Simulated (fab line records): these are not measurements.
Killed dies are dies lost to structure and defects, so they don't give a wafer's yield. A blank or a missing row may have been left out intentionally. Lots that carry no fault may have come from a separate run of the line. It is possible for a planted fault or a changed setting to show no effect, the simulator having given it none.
Which tool was responsible? :: flow sky130 :: 14 lots, 40 wafers sampled, at 5 steps of a route of 708

WHAT EACH GAUGE READ, for each wafer
SKY_VIA1_THK_MEAS_01. Usual: VIA1_HDPCVD_THK gives 1031 nm (standard deviation 10).
lot: L212
measured: day 33 12:52
on: film metro-03
VIA1_HDPCVD_THK (nm): 1006 1028 1013
flag: 

lot: L213
measured: day 33 18:11
on: film metro-03
VIA1_HDPCVD_THK (nm): 1054 1037 1049
flag: 

lot: L214
measured: day 34 12:03
on: film metro-03
VIA1_HDPCVD_THK (nm): 1034 1027 1025
flag: 

lot: L215
measured: day 35 13:26
on: film metro-02
VIA1_HDPCVD_THK (nm): 1032 1038 1036
flag: 

lot: L217
measured: day 35 21:38
on: film metro-03
VIA1_HDPCVD_THK (nm): 1036 1048 1028
flag: 

lot: L220
measured: day 36 17:01
on: film metro-04
VIA1_HDPCVD_THK (nm): 1049 904 1034
flag: OFF

lot: L222
measured: day 36 18:29
on: film metro-02
VIA1_HDPCVD_THK (nm): 1047 902 1030
flag: OFF

lot: L223
measured: day 37 13:38
on: film metro-03
VIA1_HDPCVD_THK (nm): 1036
flag: 

lot: L226
measured: day 38 01:17
on: film metro-02
VIA1_HDPCVD_THK (nm): 1022 1022 1031
flag: 

lot: L227
measured: day 38 14:55
on: film metro-03
VIA1_HDPCVD_THK (nm): 1010 1008 1016
flag: 

lot: L228
measured: day 38 17:49
on: film metro-03
VIA1_HDPCVD_THK (nm): 1043 1035 1028
flag: 

lot: L229
measured: day 38 21:56
on: film metro-02
VIA1_HDPCVD_THK (nm): 1013 1011 1022
flag: 

lot: L230
measured: day 38 22:50
on: film metro-02
VIA1_HDPCVD_THK (nm): 1013 1031 1024
flag: 

lot: L233
measured: day 40 01:16
on: film metro-02
VIA1_HDPCVD_THK (nm): 1029 1040 1029
flag: 

SKY_VIA1_CD_MEAS_12: target cd 150 nm. Usual: 150.0 nm for cd nm, sd 1.9.
lot: L212
measured: day 34 13:50
on: cd sem-02
cd nm (nm): 151.5 149.9 151.2
flag: 

lot: L213
measured: day 34 20:54
on: cd sem-02
cd nm (nm): 147.7 150.0 148.3
flag: 

lot: L214
measured: day 35 16:14
on: cd sem-01
cd nm (nm): 148.5 149.3 148.0
flag: 

lot: L215
measured: day 36 16:42
on: cd sem-02
cd nm (nm): 148.2 147.9 149.6
flag: 

lot: L217
measured: day 37 00:10
on: cd sem-02
cd nm (nm): 150.4 151.0 150.9
flag: 

lot: L220
measured: day 37 18:27
on: cd sem-01
cd nm (nm): 148.7 147.2 147.3
flag: 

lot: L222
measured: day 37 20:02
on: cd sem-02
cd nm (nm): 152.1 152.2 151.4
flag: 

lot: L223
measured: day 38 14:52
on: cd sem-01
cd nm (nm): 149.2
flag: 

lot: L226
measured: day 39 03:41
on: cd sem-02
cd nm (nm): 148.9 147.8 147.5
flag: 

lot: L227
measured: day 39 18:10
on: cd sem-01
cd nm (nm): 150.9 152.4 152.4
flag: 

lot: L228
measured: day 39 20:35
on: cd sem-01
cd nm (nm): 153.0 153.3 154.7
flag: 

lot: L229
measured: day 40 00:03
on: cd sem-02
cd nm (nm): 150.1 149.8 149.2
flag: 

lot: L230
measured: day 40 01:32
on: cd sem-02
cd nm (nm): 147.6 149.6 151.7
flag: 

lot: L233
measured: day 41 01:01
on: cd sem-02
cd nm (nm): 147.8 146.3 147.0
flag: 

SKY_VIA1_OVL_MEAS_13. Usual: VIA1_OVL gives 3 nm (standard deviation 5).
lot: L212
measured: day 34 13:57
on: overlay-02
VIA1_OVL (nm): 10 8 0
flag: 

lot: L213
measured: day 34 21:01
on: overlay-02
VIA1_OVL (nm): 1 9 9
flag: 

lot: L214
measured: day 35 16:21
on: overlay-01
VIA1_OVL (nm): -1 2 8
flag: 

lot: L215
measured: day 36 16:49
on: overlay-02
VIA1_OVL (nm): 3 -2 6
flag: 

lot: L217
measured: day 37 00:17
on: overlay-02
VIA1_OVL (nm): 6 -2 -3
flag: 

lot: L220
measured: day 37 18:34
on: overlay-02
VIA1_OVL (nm): 0 -4 -4
flag: 

lot: L222
measured: day 37 20:07
on: overlay-01
VIA1_OVL (nm): 1 0 2
flag: 

lot: L223
measured: day 38 14:56
on: overlay-02
VIA1_OVL (nm): 5
flag: 

lot: L226
measured: day 39 03:49
on: overlay-01
VIA1_OVL (nm): 8 4 8
flag: 

lot: L227
measured: day 39 18:17
on: overlay-01
VIA1_OVL (nm): 6 7 2
flag: 

lot: L228
measured: day 39 20:42
on: overlay-02
VIA1_OVL (nm): 11 7 6
flag: 

lot: L229
measured: day 40 00:10
on: overlay-01
VIA1_OVL (nm): 5 6 -5
flag: 

lot: L230
measured: day 40 01:40
on: overlay-02
VIA1_OVL (nm): 4 2 2
flag: 

lot: L233
measured: day 41 01:08
on: overlay-01
VIA1_OVL (nm): -1 6 5
flag: 

WHICH TOOL RAN EACH LOT (tool, then ch and the chambers of the sampled wafers, then the start)
lot: L212
SKY_METAL1_SPUTTER_02: pvd sputter-03, day 32 08:51
SKY_VIA1_HDPCVD_00: hdpcvd-02 ch 0,1, day 33 12:45

lot: L213
SKY_METAL1_SPUTTER_02: pvd sputter-04, day 32 13:56
SKY_VIA1_HDPCVD_00: hdpcvd-02 ch 0,2, day 33 18:04

lot: L214
SKY_METAL1_SPUTTER_02: pvd sputter-01, day 33 10:24
SKY_VIA1_HDPCVD_00: hdpcvd-01 ch 0,1, day 34 11:56

lot: L215
SKY_METAL1_SPUTTER_02: pvd sputter-04, day 34 09:16
SKY_VIA1_HDPCVD_00: hdpcvd-02 ch 0,1,2, day 35 13:19

lot: L217
SKY_METAL1_SPUTTER_02: pvd sputter-04, day 34 17:39
SKY_VIA1_HDPCVD_00: hdpcvd-01 ch 0,1,2, day 35 21:31

lot: L220
SKY_METAL1_SPUTTER_02: pvd sputter-04, day 35 13:21
SKY_VIA1_HDPCVD_00: hdpcvd-02 ch 0,1,2, day 36 16:54

lot: L222
SKY_METAL1_SPUTTER_02: pvd sputter-01, day 35 14:08
SKY_VIA1_HDPCVD_00: hdpcvd-02 ch 0,1,2, day 36 18:22

lot: L223
SKY_METAL1_SPUTTER_02: pvd sputter-03, day 36 10:10
SKY_VIA1_HDPCVD_00: hdpcvd-02 ch 2, day 37 13:32

lot: L226
SKY_METAL1_SPUTTER_02: pvd sputter-04, day 36 23:49
SKY_VIA1_HDPCVD_00: hdpcvd-01 ch 0,1,2, day 38 01:10

lot: L227
SKY_METAL1_SPUTTER_02: pvd sputter-04, day 37 12:36
SKY_VIA1_HDPCVD_00: hdpcvd-01 ch 0,2, day 38 14:48

lot: L228
SKY_METAL1_SPUTTER_02: pvd sputter-01, day 37 15:16
SKY_VIA1_HDPCVD_00: hdpcvd-01 ch 0,2, day 38 17:42

lot: L229
SKY_METAL1_SPUTTER_02: pvd sputter-04, day 37 18:19
SKY_VIA1_HDPCVD_00: hdpcvd-01 ch 0,1, day 38 21:49

lot: L230
SKY_METAL1_SPUTTER_02: pvd sputter-03, day 37 20:04
SKY_VIA1_HDPCVD_00: hdpcvd-01 ch 0,1,2, day 38 22:43

lot: L233
SKY_METAL1_SPUTTER_02: pvd sputter-04, day 38 22:22
SKY_VIA1_HDPCVD_00: hdpcvd-01 ch 0,2, day 40 01:06
- SKY_METAL1_SPUTTER_02: material AlCu, target thk 250 nm, time 13.3 s.
- SKY_VIA1_HDPCVD_00: deposits SiO2, target thk 1030 nm, time 171.7 s.

WHAT THE TOOLS THEMSELVES READ (means of the sampled wafers that have a number; where no wafer has one, the mark that the record gives instead)
SKY_METAL1_SPUTTER_02. Usual: cathode dc power W 10600 W, standard deviation 2; throttle valve pct 30.1 %, standard deviation 1.5.
lot: L212
tool: pvd sputter-03
cathode dc power W (W): 10602
throttle valve pct (%): 29.2
flag: 

lot: L213
tool: pvd sputter-04
cathode dc power W (W): 10601
throttle valve pct (%): 28.8
flag: 

lot: L214
tool: pvd sputter-01
cathode dc power W (W): 10598
throttle valve pct (%): 28.8
flag: 

lot: L215
tool: pvd sputter-04
cathode dc power W (W): 10600
throttle valve pct (%): 30.2
flag: 

lot: L217
tool: pvd sputter-04
cathode dc power W (W): 10600
throttle valve pct (%): 30.3
flag: 

lot: L220
tool: pvd sputter-04
cathode dc power W (W): 10600
throttle valve pct (%): 29.9
flag: 

lot: L222
tool: pvd sputter-01
cathode dc power W (W): 10600
throttle valve pct (%): 29.9
flag: 

lot: L223
tool: pvd sputter-03
cathode dc power W (W): 10600
throttle valve pct (%): 30.0
flag: 

lot: L226
tool: pvd sputter-04
cathode dc power W (W): 10598
throttle valve pct (%): 29.8
flag: 

lot: L227
tool: pvd sputter-04
cathode dc power W (W): 10600
throttle valve pct (%): 31.1
flag: 

lot: L228
tool: pvd sputter-01
cathode dc power W (W): 10599
throttle valve pct (%): 30.7
flag: 

lot: L229
tool: pvd sputter-04
cathode dc power W (W): 10601
throttle valve pct (%): 31.0
flag: 

lot: L230
tool: pvd sputter-03
cathode dc power W (W): 10600
throttle valve pct (%): 28.6
flag: 

lot: L233
tool: pvd sputter-04
cathode dc power W (W): 10600
throttle valve pct (%): 31.2
flag: 

THE ANSWER, worked out from the rows above alone
Rule: a lot counts as off when the mean over its wafers that have a number is more than 3 standard deviations away from the usual mean. Also off: a lot with no number at a reading for which 4 or more lots have one. Where the step has rows for the other lots, those lots are counted as sound. The gauges are gone through in route order, then the tools' own readings, and for those a lot's mean is taken as printed above. The first step at which some lot is off is used, and at that step the reading that is off furthest; a lot without a number counts as furthest.
Off: L220, L222, at SKY_VIA1_THK_MEAS_01 (VIA1_HDPCVD_THK).
If a tool, at a process step before that reading, ran all the lots that are off and no sound lot after the first of them, it fits. Those tools and the gauges at SKY_VIA1_THK_MEAS_01 are tried in the same way. Not one of the candidates tried fits.

WHAT THE SIMULATOR HAD PUT IN
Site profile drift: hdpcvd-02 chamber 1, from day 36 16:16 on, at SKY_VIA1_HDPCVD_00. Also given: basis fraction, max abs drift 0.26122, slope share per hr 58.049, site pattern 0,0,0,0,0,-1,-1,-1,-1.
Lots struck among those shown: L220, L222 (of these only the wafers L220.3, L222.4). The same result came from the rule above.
